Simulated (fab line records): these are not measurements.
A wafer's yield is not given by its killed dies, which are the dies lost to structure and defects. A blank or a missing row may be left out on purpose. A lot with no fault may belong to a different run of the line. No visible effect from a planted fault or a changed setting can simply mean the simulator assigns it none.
fab line records    flow sky130
record: lots: 7  wafers: 21  last_day: 50
route steps=708 shown POLY_GATE@233 LDD_N@237
lots that met no fault: from a run of the same line without faults
start_h: hours from the record's first day to the start of the lot's first wafer shown    wait_h: time in hours since the lot's previous step    " as in the row above    L1.1+2: a single row standing in for several wafers    - value missing, or start not given    * or withheld: withheld    < > ~ a bound
route shown NAME@n: NAME is a module with steps in the file, n the number in the route of the first one    usual: average and standard deviation across the fault-free wafers    same: alike in all rows    chamber/n: place in a boat    sites: the reading at each site    _std_site: the values' standard deviation    _edge_site: inner sites' mean taken away from outer sites' mean    radius_mm: how far each site lies from the wafer's centre    mask NAME#n: copy n    behind: tool/chamber where the wafer was last shaped    hold: cause of the lot's hold/its duration in hours/its outcome    device: the transistor (n, p or np) that didn't switch    end of line: at the end of the route, the tests of the same wafers    a step with no rows: only its recipe    killed: not the wafer's yield, but the dies lost to structure and defects at the first sort    map: a wafer's dies, marking killed ones x, the rest . and places with no die _
set.NAME: the setting that was run; set.NAME@STEP: the one run at that earlier step    model.NAME: the simulator's own value behind a step, which no gauge read
a table for each step, a row for each wafer; lots at some steps of the route
services: the hour from which a tool's chamber was out of use, counted from the record's first day as start_h (under 0 if before that day), plus the number of hours and why
== steps ==
step: SKY_POLY_GATE_CLEAN_19
recipe: chemistry: SC1/SC2  mix: 1:4:20  temp_c: 70  time_s: 150  dry: n2_spin
step: SKY_POLY_GATE_OXIDATION_20
recipe: temp_c: 850  ambient: O2  stabilise_s: 600  purge_s: 300  target_thk_a: 40  ox_time_s: 899
step: SKY_POLY_GATE_THK_MEAS_21
recipe: reads: SiO2_of_POLY_GATE_OXIDATION_20
usual: POLY_GATE_OXIDATION_THK: 4.01/0.083
lot.wafer  tool           chamber  start_h  wait_h  POLY_GATE_OXIDATION_THK[nm]
L586.2     film_metro-01  -        382.42   0.0     3.99
L586.3     "              -        "        "       3.87
L586.4     "              -        "        "       3.98
L594.1     film_metro-02  -        454.99   0.0     4.01
L594.3     "              -        "        "       3.94
L594.4     "              -        "        "       4.06
L597.4     film_metro-03  -        474.64   0.0     3.77
L597.5     "              -        "        "       3.78
L597.6     "              -        "        "       3.85
L598.2     film_metro-01  -        494.88   0.0     3.97
L598.4     "              -        "        "       3.94
L598.5     "              -        "        "       3.93
L599.3     film_metro-01  -        501.51   0.0     4.06
L599.5     "              -        "        "       3.95
L599.6     "              -        "        "       3.98
L600.1     film_metro-03  -        507.01   0.0     3.95
L600.4     "              -        "        "       4.07
L600.5     "              -        "        "       4.05
L608.2     film_metro-02  -        576.07   0.0     3.99
L608.3     "              -        "        "       4.01
L608.4     "              -        "        "       4.09
step: SKY_POLY_GATE_CD_MEAS_22
usual: cd_nm: 149/3.1
lot.wafer  tool       chamber  start_h  wait_h  cd_nm
L586.2     cd_sem-01  -        382.49   0.1     149
L586.3     "          -        "        "       154
L586.4     "          -        "        "       148
L594.1     cd_sem-01  -        455.05   0.1     148
L594.3     "          -        "        "       147
L594.4     "          -        "        "       152
L597.4     cd_sem-01  -        474.75   0.1     144
L597.5     "          -        "        "       143
L597.6     "          -        "        "       150
L598.2     cd_sem-01  -        494.96   0.1     148
L598.4     "          -        "        "       150
L598.5     "          -        "        "       157
L599.3     cd_sem-01  -        501.60   0.1     150
L599.5     "          -        "        "       151
L599.6     "          -        "        "       151
L600.1     cd_sem-01  -        507.07   0.1     151
L600.4     "          -        "        "       153
L600.5     "          -        "        "       148
L608.2     cd_sem-02  -        576.26   0.2     151
L608.3     "          -        "        "       148
L608.4     "          -        "        "       148
step: SKY_LDD_N_DEHYDRATE_00
recipe: temp_c: 200  time_s: 60
step: SKY_LDD_N_HMDS_01
recipe: prime_time_s: 60  prime_temp_c: 120
step: SKY_LDD_N_COAT_02
recipe: resist: NOVOLAK  spin_rpm: 3000  resist_thk_nm: 300
step: SKY_LDD_N_SOFTBAKE_03
recipe: temp_c: 90  time_s: 60  resist: NOVOLAK
step: SKY_LDD_N_EXPOSE_04
recipe: mask_id: NTM  target_cd_nm: 840  na: 0.6  source_shape: conventional  sigma_outer: 0.6  dose_mj: 110
step: SKY_LDD_N_PEB_05
recipe: temp_c: withheld  time_s: *  resist: NOVOLAK
step: SKY_LDD_N_DEVELOP_06
recipe: develop_time_s: 60  dev_temp_c: 23
step: SKY_LDD_N_OVL_MEAS_07
usual: LDD_N_OVL: 0.0/1.4
lot.wafer  tool        chamber  start_h  wait_h  LDD_N_OVL[nm]
L586.2     overlay-01  -        412.87   0.1     0.1
L586.3     "           -        "        "       -0.2
L586.4     "           -        "        "       1.3
L594.1     overlay-01  -        485.87   0.1     0.2
L594.3     "           -        "        "       -0.1
L594.4     "           -        "        "       -3.2
L597.4     overlay-02  -        505.88   0.1     0.1
L597.5     "           -        "        "       -1.2
L597.6     "           -        "        "       -0.8
L598.2     overlay-01  -        525.27   0.1     -2.8
L598.4     "           -        "        "       0.7
L598.5     "           -        "        "       0.3
L599.3     overlay-02  -        532.27   0.1     -1.8
L599.5     "           -        "        "       -0.2
L599.6     "           -        "        "       1.4
L600.1     overlay-01  -        537.36   0.1     0.5
L600.4     "           -        "        "       2.1
L600.5     "           -        "        "       -1.2
L608.2     overlay-02  -        606.16   0.1     3.0
L608.3     "           -        "        "       1.3
L608.4     "           -        "        "       1.8
step: SKY_LDD_N_IMPLANT_08
recipe: species: As  energy_kev: 20  dose_cm2: 7.5e+13  tilt_deg: withheld  rotation_deg: 23
usual: beam_on_s: 10.01/0.19  dose_ions_cm2: 7.499e+13/8.5e+10
lot.wafer  tool          chamber  start_h  wait_h  beam_on_s  dose_ions_cm2
L586.2     implanter-01  0        412.93   0.0     10.03      7.485e+13
L586.3     "             0        "        "       10.32      7.493e+13
L586.4     "             0        "        "       10.05      7.497e+13
L594.1     implanter-03  0        485.90   0.0     9.91       7.506e+13
L594.3     "             0        "        "       9.66       7.497e+13
L594.4     "             0        "        "       9.61       7.494e+13
L597.4     implanter-03  0        505.97   0.1     10.17      7.191e+13
L597.5     "             0        "        "       9.64       7.186e+13
L597.6     "             0        "        "       9.99       7.197e+13
L598.2     implanter-03  0        525.33   0.0     10.14      7.196e+13
L598.4     "             0        "        "       10.10      7.199e+13
L598.5     "             0        "        "       10.37      7.187e+13
L599.3     implanter-03  0        532.34   0.1     10.24      7.202e+13
L599.5     "             0        "        "       10.09      7.195e+13
L599.6     "             0        "        "       9.83       7.201e+13
L600.1     implanter-01  0        537.39   0.0     9.92       7.492e+13
L600.4     "             0        "        "       9.93       7.504e+13
L600.5     "             0        "        "       10.26      7.5e+13
L608.2     implanter-01  0        606.22   0.0     10.18      7.499e+13
L608.3     "             0        "        "       10.17      7.514e+13
L608.4     "             0        "        "       9.76       7.491e+13
step: SKY_LDD_N_IMPLANT_09
recipe: species: As  energy_kev: 20  dose_cm2: 7.5e+13  tilt_deg: withheld  rotation_deg: 113
== services ==
tool          chamber  start_h  hours  kind
implanter-01  -        422.51   3.6    repair
implanter-03  -        433.29   3.8    pm
implanter-01  -        468.08   1.7    repair
implanter-01  -        480.02   2.5    repair
implanter-01  -        496.41   5.7    repair
implanter-03  -        507.51   1.1    repair
implanter-01  -        539.62   1.3    repair
implanter-03  -        573.75   3.6    repair
implanter-01  -        589.11   3.4    pm
== key ==
first_sign: step: SKY_LDD_N_IMPLANT_08  reading: dose_ions_cm2  direction: down  sigmas: 36  usual: *  struck: *
effect none on later readings
met_at SKY_LDD_N_IMPLANT_08
struck_wafers L597.4,L597.5,L597.6,L598.2,L598.4,L598.5,L599.3,L599.5,L599.6
sort_left_out L597.4,L597.5,L597.6,L599.3,L599.5,L599.6
tester_left_out L597,L598,L599
onset_between 485.90 505.97
fault: kind: process_parameter_drift  tool: implanter-03  chamber: -  onset_h: 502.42  steps: SKY_LDD_N_IMPLANT_08  channel: dose_cm2  offset: *  shape: step  end_h: 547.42  acts_in: *  stated: *
tester_left_out: of these lots the tester's yield and bins aren't shown, on N5 and GAA mostly nor the transistor test; their killed dies are dies lost to structure and defects alone, not to doping, threshold or leakage, so they don't give the yield
sort_left_out: the simulated sort isn't trusted on such a fault, so these wafers' sort isn't shown, and their yield isn't known
